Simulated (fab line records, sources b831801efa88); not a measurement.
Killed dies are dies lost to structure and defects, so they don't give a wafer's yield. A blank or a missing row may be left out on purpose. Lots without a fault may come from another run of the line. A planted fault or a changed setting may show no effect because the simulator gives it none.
A struck lot beside a sound one | flow sky130 | 15 steps out of a route of 708
Sound: wafers L369.1, L369.4, L369.5. Struck: wafers L380.1, L380.2, L380.5. The cause comes at the end.
At each step with rows: each side's tool, then ch and its chambers, then its first start. Under that, the readings that differ: sound wafers | struck wafers | difference of the means | sigmas: that difference in standard deviations of wafers without a fault.
alike: readings whose means differ by less than 2 such deviations, and words and numbers that are the same on both sides. not compared: withheld readings, readings that some wafer has no value for, bounds like >300 that may hide the same value, and numbers for which the record gives no deviation and whose values overlap.
The two part at a step that has a row with sigmas, a row that says differs or no value, or rows on one side only. Numbers that don't overlap but have no deviation are shown without sigmas and don't part them. A reading that every wafer of one side lacks parts them only if that side has two wafers or more.

SKY_POLY_GATE_CD_MEAS_22:
  sound on cd_sem-02, day 17 02:17; struck on cd_sem-02, day 21 10:39
  alike: cd_nm
then, 7 steps without rows for these wafers: SKY_LDD_N_DEHYDRATE_00 (time 60 s); SKY_LDD_N_HMDS_01 (prime time 60 s); SKY_LDD_N_COAT_02 (resist thk 300 nm); SKY_LDD_N_SOFTBAKE_03 (time 60 s); SKY_LDD_N_EXPOSE_04 (exposes mask NTM, target cd 840 nm); SKY_LDD_N_PEB_05; SKY_LDD_N_DEVELOP_06 (develop time 60 s).
SKY_LDD_N_OVL_MEAS_07:
  sound on overlay-02, day 18 07:35; struck on overlay-01, day 22 16:50
  alike: LDD_N_OVL
then, 3 steps without rows for these wafers: SKY_LDD_N_IMPLANT_08; SKY_LDD_N_IMPLANT_09; SKY_LDD_N_IMPLANT_10.
SKY_LDD_N_IMPLANT_11:
  sound on implanter-01 ch 0, day 18 08:05; struck on implanter-01 ch 0, day 22 17:19
  reading            | sound                         | struck                        | difference | sigmas
  dose_ions_cm2      | 7.511e+13 7.506e+13 7.498e+13 | 6.412e+13 6.402e+13 6.396e+13 | -1.102e+13 | -99 or more
  faraday_current_uA | 437 420 414                   | 364 361 364                   | -61        | -7
  alike: beam_energy_keV, end_station_pressure_torr
then, 1 step without rows for these wafers: SKY_LDD_N_IMPLANT_12.
-- the record jumps here: 26 days lie between the struck wafers' starts before and after (it left off in module LDD_N and takes up again in module PAD_OPEN, whose first step shown is number 708 of the route) --
SKY_PAD_OPEN_PROBE_99:
  sound on prober-01, day 46 02:49; struck on prober-02, day 48 23:58
  reading                     | sound             | struck            | difference | sigmas
  model.etest.tip_n.rs_ohm_sq | 436.7 440.4 438.8 | 458.4 454.8 453.9 | +17.1      |
  alike: killed_at_M0_to_M3, killed_at_M4_up, killed_at_contacts, killed_at_front_end, killed_at_other, killed_dies, killed_open, killed_short

WHERE THEY PART
Only at SKY_LDD_N_IMPLANT_11, within this record. Later steps at which nothing parts them and some readings are alike: SKY_PAD_OPEN_PROBE_99.

WHY: what the simulator had put in
Process parameter drift: implanter-01, from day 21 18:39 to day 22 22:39, at SKY_LDD_N_IMPLANT_11. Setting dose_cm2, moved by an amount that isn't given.
